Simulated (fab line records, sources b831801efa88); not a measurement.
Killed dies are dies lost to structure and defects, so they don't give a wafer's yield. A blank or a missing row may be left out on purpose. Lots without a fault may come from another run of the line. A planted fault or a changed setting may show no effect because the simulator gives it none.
Which tool was responsible?    flow sky130    Sampling: 14 lots, 42 wafers, 4 of 708 route steps

## WHAT THE GAUGES READ, wafer by wafer
SKY_RES_PROTECT_TW_MEAS_08. Usual: POLY_GATE_TW 4047, standard deviation 49.
lot   measured      on             POLY_GATE_TW    flag
L369  day 15 15:11  film-metro-03  4006 3989 4011  
L370  day 16 06:44  film-metro-04  3976 3983 3975  
L371  day 16 06:52  film-metro-01  4123 4133 4109  
L372  day 16 12:03  film-metro-03  3999 4003 4018  
L373  day 17 08:29  film-metro-04  4017 4028 4029  
L374  day 17 17:41  film-metro-01  4113 4082 4141  
L378  day 18 19:04  film-metro-01  4076 4083 4069  
L380  day 19 14:14  film-metro-01  4115 4115 4099  
L381  day 20 02:22  film-metro-03  4043 4022 4004  
L382  day 20 16:20  film-metro-03  3990 4013 4014  
L383  day 20 17:34  film-metro-03  4022 3999 4004  
L386  day 21 08:26  film-metro-01  4088 4089 4080  
L390  day 22 13:49  film-metro-03  4021 4017 4000  
L391  day 23 01:37  film-metro-01  4119 4122 4134  

SKY_LDD_P_OVL_MEAS_08. Usual: LDD_P_OVL 0.4 nm, standard deviation 1.2.
lot   measured      on          LDD_P_OVL (nm)  flag
L369  day 19 12:41  overlay-01  0.5 -0.4 0.8    
L370  day 20 08:50  overlay-01  -1.4 -2.2 -1.7  
L371  day 20 06:19  overlay-01  1.8 0.5 0.5     
L372  day 20 15:55  overlay-01  -0.1 0.1 0.9    
L373  day 21 10:20  overlay-01  1.2 -0.5 1.6    
L374  day 21 19:50  overlay-01  0.2 -0.6 0.1    
L378  day 22 20:55  overlay-01  1.7 2.4 0.5     
L380  day 23 14:16  overlay-02  1.7 0.5 0.2     
L381  day 24 01:08  overlay-02  -0.1 -0.9 -2.5  
L382  day 24 15:07  overlay-01  -0.2 0.4 1.1    
L383  day 24 16:38  overlay-02  1.0 2.2 0.4     
L386  day 25 07:59  overlay-02  -0.8 -0.6 -1.1  
L390  day 26 10:37  overlay-01  -0.5 -0.1 1.5   
L391  day 26 22:35  overlay-02  -1.8 -1.4 -1.0  

SKY_LDD_HVP_OVL_MEAS_07. Usual: LDD_HVP_OVL -0.4 nm, standard deviation 1.3.
lot   measured      on          LDD_HVP_OVL (nm)  flag
L369  day 22 02:11  overlay-02  -0.3 -1.0 0.1     
L370  day 22 22:13  overlay-01  1.3 -1.1 -0.1     
L371  day 22 18:46  overlay-01  0.3 1.2 0.7       
L372  day 23 04:20  overlay-02  -0.1 -0.6 0.7     
L373  day 23 22:13  overlay-02  -2.3 -0.8 -0.1    
L374  day 24 07:08  overlay-02  -2.0 -1.5 -1.4    
L378  day 25 08:23  overlay-01  0.2 0.3 0.0       
L380  day 26 01:23  overlay-01  - - -             OFF
L381  day 26 11:37  overlay-02  - - -             OFF
L382  day 27 01:52  overlay-02  -0.2 -2.3 -0.9    
L383  day 27 04:13  overlay-01  0.7 -0.1 0.0      
L386  day 27 18:13  overlay-01  -1.0 -0.5 1.2     
L390  day 28 19:55  overlay-02  -1.6 -1.5 -1.5    
L391  day 29 08:46  overlay-02  0.1 0.8 -0.3      

## TOOL THAT RAN EACH LOT (tool first, then ch and the chambers of the sampled wafers, then the start)
lot   SKY_LDD_HVP_DEVELOP_06
L369  litho-track-01 ch 0, day 22 02:04
L370  litho-track-04 ch 0, day 22 22:04
L371  litho-track-02 ch 0, day 22 18:37
L372  litho-track-01 ch 0, day 23 04:13
L373  litho-track-02 ch 0, day 23 22:05
L374  litho-track-02 ch 0, day 24 07:01
L378  litho-track-01 ch 0, day 25 08:14
L380  litho-track-01, day 26 01:16
L381  litho-track-04, day 26 11:28
L382  litho-track-02 ch 0, day 27 01:43
L383  litho-track-02 ch 0, day 27 04:04
L386  litho-track-04 ch 0, day 27 18:07
L390  litho-track-04 ch 0, day 28 19:46
L391  litho-track-02 ch 0, day 29 08:37
- SKY_LDD_HVP_DEVELOP_06: develop time 60 s.

## AS READ BY THE TOOLS THEMSELVES (means over the sampled wafers that have a number; for cases with no such wafer, the mark the record gives instead)
SKY_LDD_HVP_DEVELOP_06. Usual: chill-plate-temp-C at 23.01 C, with a standard deviation of 0.092.
lot   tool            chill-plate-temp-C (C)  flag
L369  litho-track-01  23.02                   
L370  litho-track-04  23.10                   
L371  litho-track-02  22.89                   
L372  litho-track-01  23.15                   
L373  litho-track-02  23.06                   
L374  litho-track-02  22.99                   
L378  litho-track-01  23.00                   
L380  litho-track-01  -                       OFF
L381  litho-track-04  -                       OFF
L382  litho-track-02  22.94                   
L383  litho-track-02  22.94                   
L386  litho-track-04  22.98                   
L390  litho-track-04  23.02                   
L391  litho-track-02  23.08                   

## THE ANSWER, worked out from the rows above alone
Rule: take the mean of a lot's wafers that have a number; if it is more than 3 standard deviations from the usual mean, the lot is off. A lot without any number at a reading at which 4 lots or more have one is off too. The other lots that the step has rows for count as sound. Order of review: gauges by route order, followed by the tools' own readings, for which a lot's mean as printed above is used. The first step at which some lot is off is used, and at that step the reading that is off furthest; a lot without a number counts as furthest.
Off: at SKY_LDD_HVP_OVL_MEAS_07 (LDD_HVP_OVL), L380, L381. Without a number there: L380, L381.
A tool fits if, at a process step before that reading, it ran every lot that is off, and no sound lot after the first of them. Not tried: the gauges at SKY_LDD_HVP_OVL_MEAS_07; whatever is off there is also off at SKY_LDD_HVP_DEVELOP_06, on other tools, and gauge error can't account for it. Of those tried, none fits.

## WHAT THE SIMULATOR HAD INSERTED
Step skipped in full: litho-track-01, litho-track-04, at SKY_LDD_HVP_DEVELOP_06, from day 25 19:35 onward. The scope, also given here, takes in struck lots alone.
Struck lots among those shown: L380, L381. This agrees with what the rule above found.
